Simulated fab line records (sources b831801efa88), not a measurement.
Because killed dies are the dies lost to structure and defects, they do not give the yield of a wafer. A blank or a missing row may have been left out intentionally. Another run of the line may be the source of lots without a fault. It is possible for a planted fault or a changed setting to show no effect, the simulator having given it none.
Which of the tools did it?	flow gf180mcu	Sampling: 12 lots, 36 wafers, 5 of 602 route steps

## WHAT THE GAUGES SHOWED, per wafer
GF_SALICIDE_RS_MEAS_04: a four-point-probe measurement. Usual: for SALICIDE_TIN_RS the level is 16.26 ohm/sq and the standard deviation is 0.29.
lot	measured	on	SALICIDE_TIN_RS (ohm/sq)	flag
L102	day 15 19:14	filmMetro-04	16.13 15.88 15.99	
L106	day 17 16:10	filmMetro-01	16.10 16.02 15.95	
L110	day 18 20:43	filmMetro-04	16.46 16.16 15.64	
L111	day 19 13:05	filmMetro-01	16.40 15.22 16.30	
L112	day 19 16:33	filmMetro-03	15.37 16.32 15.78	
L113	day 20 02:35	filmMetro-03	16.31 16.14 15.83	
L119	day 22 05:20	filmMetro-04	16.16 16.54 16.20	
L120	day 22 12:40	filmMetro-04	16.53 16.24 16.21	
L121	day 22 21:14	filmMetro-04	15.99 16.59 16.58	
L122	day 23 03:55	filmMetro-01	15.83 16.17 15.89	
L123	day 23 11:34	filmMetro-01	16.55 15.89 16.68	
L124	day 23 23:04	filmMetro-03	16.48 16.59 15.98	

GF_SALICIDE_THK_MEAS_05: measures by xrf. Usual: for SALICIDE_TIN_THK the level is 19.80 nm and the standard deviation is 0.27.
lot	measured	on	SALICIDE_TIN_THK (nm)	flag
L102	day 15 19:20	filmMetro-04	19.69 19.67 19.52	
L106	day 17 16:17	filmMetro-01	19.42 19.48 19.39	
L110	day 18 20:49	filmMetro-04	19.60 19.63 20.00	
L111	day 19 13:11	filmMetro-01	19.96 23.50 20.20	OFF
L112	day 19 16:40	filmMetro-03	23.61 20.26 19.84	OFF
L113	day 20 02:42	filmMetro-03	20.33 20.15 20.49	
L119	day 22 05:26	filmMetro-04	19.83 19.83 19.58	
L120	day 22 12:47	filmMetro-04	20.18 19.53 19.80	
L121	day 22 21:20	filmMetro-04	19.87 19.59 19.54	
L122	day 23 04:01	filmMetro-01	19.91 19.76 19.98	
L123	day 23 11:41	filmMetro-01	19.61 20.17 19.70	
L124	day 23 23:11	filmMetro-03	19.72 19.38 19.85	

GF_CONTACT_THK_MEAS_26: measures by xrf. Usual: for CONTACT_W_THK the level is 306 nm and the standard deviation is 4.8.
lot	measured	on	CONTACT_W_THK (nm)	flag
L102	day 16 19:42	filmMetro-03	307 307 311	
L106	day 18 18:11	filmMetro-03	309 311 313	
L110	day 19 22:12	filmMetro-02	303 304 304	
L111	day 20 15:44	filmMetro-02	302 302 296	
L112	day 20 18:59	filmMetro-02	310 306 309	
L113	day 21 05:08	filmMetro-01	306 307 303	
L119	day 23 06:38	filmMetro-01	320 312 315	
L120	day 23 13:56	filmMetro-02	310 312 312	
L121	day 23 21:56	filmMetro-03	304 304 307	
L122	day 24 04:17	filmMetro-01	302 298 304	
L123	day 25 02:26	filmMetro-01	299 301 302	
L124	day 25 03:13	filmMetro-01	310 308 307	

## WHAT TOOL EACH LOT RAN ON (gives the tool, then ch and the chambers of the sampled wafers, and finally the start)
lot	GF_SALICIDE_SPUTTER_03	GF_SALICIDE_RTA_08
L102	pvdSputter-03, day 15 19:11	rtpAnneal-01 ch 0, day 15 19:36
L106	pvdSputter-03, day 17 16:08	rtpAnneal-02 ch 0, day 17 16:32
L110	pvdSputter-04, day 18 20:40	rtpAnneal-02 ch 0, day 18 21:05
L111	pvdSputter-03, day 19 13:02	rtpAnneal-02 ch 0, day 19 13:28
L112	pvdSputter-03, day 19 16:31	rtpAnneal-02 ch 0, day 19 16:55
L113	pvdSputter-04, day 20 02:34	rtpAnneal-01 ch 0, day 20 02:57
L119	pvdSputter-02, day 22 05:17	rtpAnneal-01 ch 0, day 22 05:42
L120	pvdSputter-03, day 22 12:38	rtpAnneal-02 ch 0, day 22 13:02
L121	pvdSputter-03, day 22 21:10	rtpAnneal-01 ch 0, day 22 21:37
L122	pvdSputter-04, day 23 03:52	rtpAnneal-02 ch 0, day 23 04:17
L123	pvdSputter-04, day 23 11:32	rtpAnneal-02 ch 0, day 23 11:56
L124	pvdSputter-03, day 23 23:01	rtpAnneal-02 ch 0, day 23 23:26
- GF_SALICIDE_SPUTTER_03: material TiN, target thk 20 nm, time 16.7 s.
- GF_SALICIDE_RTA_08: time 30 s.

## WHAT THE TOOLS THEMSELVES READ (means of the sampled wafers that have a number; where no wafer has one, the mark that the record gives instead)
GF_SALICIDE_SPUTTER_03. Usual: cathodeDcPowerW 6499.9 W, standard deviation 1.2; throttleValvePct 30.5 %, standard deviation 0.95.
lot	tool	cathodeDcPowerW (W)	throttleValvePct (%)	flag
L102	pvdSputter-03	6500.7	30.4	
L106	pvdSputter-03	6500.8	30.8	
L110	pvdSputter-04	6500.1	30.5	
L111	pvdSputter-03	6893.6	30.8	OFF
L112	pvdSputter-03	6893.6	30.7	OFF
L113	pvdSputter-04	6498.8	30.7	
L119	pvdSputter-02	6499.8	29.8	
L120	pvdSputter-03	6499.9	30.7	
L121	pvdSputter-03	6498.7	30.8	
L122	pvdSputter-04	6499.4	31.0	
L123	pvdSputter-04	6499.6	30.5	
L124	pvdSputter-03	6500.5	30.9	

GF_SALICIDE_RTA_08. Usual: lampPowerPct 17.1 %, standard deviation 1.1; wafer_temp_C_max 803.7, standard deviation 0.86.
lot	tool	lampPowerPct (%)	wafer_temp_C_max	flag
L102	rtpAnneal-01	15.4	804.4	
L106	rtpAnneal-02	17.8	802.6	
L110	rtpAnneal-02	17.8	804.1	
L111	rtpAnneal-02	17.8	803.3	
L112	rtpAnneal-02	17.8	804.3	
L113	rtpAnneal-01	15.4	804.6	
L119	rtpAnneal-01	15.4	804.5	
L120	rtpAnneal-02	17.8	804.9	
L121	rtpAnneal-01	15.4	803.9	
L122	rtpAnneal-02	17.8	802.8	
L123	rtpAnneal-02	17.8	804.5	
L124	rtpAnneal-02	17.8	803.8	

## THE ANSWER, worked out from the rows above alone
Rule: a lot is off if the mean of its wafers that have a number lies more than 3 standard deviations from the usual mean. Also off: a lot with no number at a reading for which 4 or more lots have one. Any other lot the step has rows for is counted as sound. The gauges are gone through in route order, then the tools' own readings, and for those a lot's mean is taken as printed above. The first step at which some lot is off is used, and at that step the reading that is off furthest; a lot without a number counts as furthest.
Off: at GF_SALICIDE_THK_MEAS_05 (SALICIDE_TIN_THK), L111, L112.
A tool fits if, at a process step before that reading, it ran every lot that is off, and no sound lot after the first of them. Not tried: the gauges at GF_SALICIDE_THK_MEAS_05; whatever is off there is also off at GF_SALICIDE_SPUTTER_03, on other tools, and gauge error can't account for it. Not one of the candidates tried fits.

## WHAT HAD BEEN PUT IN BY THE SIMULATOR
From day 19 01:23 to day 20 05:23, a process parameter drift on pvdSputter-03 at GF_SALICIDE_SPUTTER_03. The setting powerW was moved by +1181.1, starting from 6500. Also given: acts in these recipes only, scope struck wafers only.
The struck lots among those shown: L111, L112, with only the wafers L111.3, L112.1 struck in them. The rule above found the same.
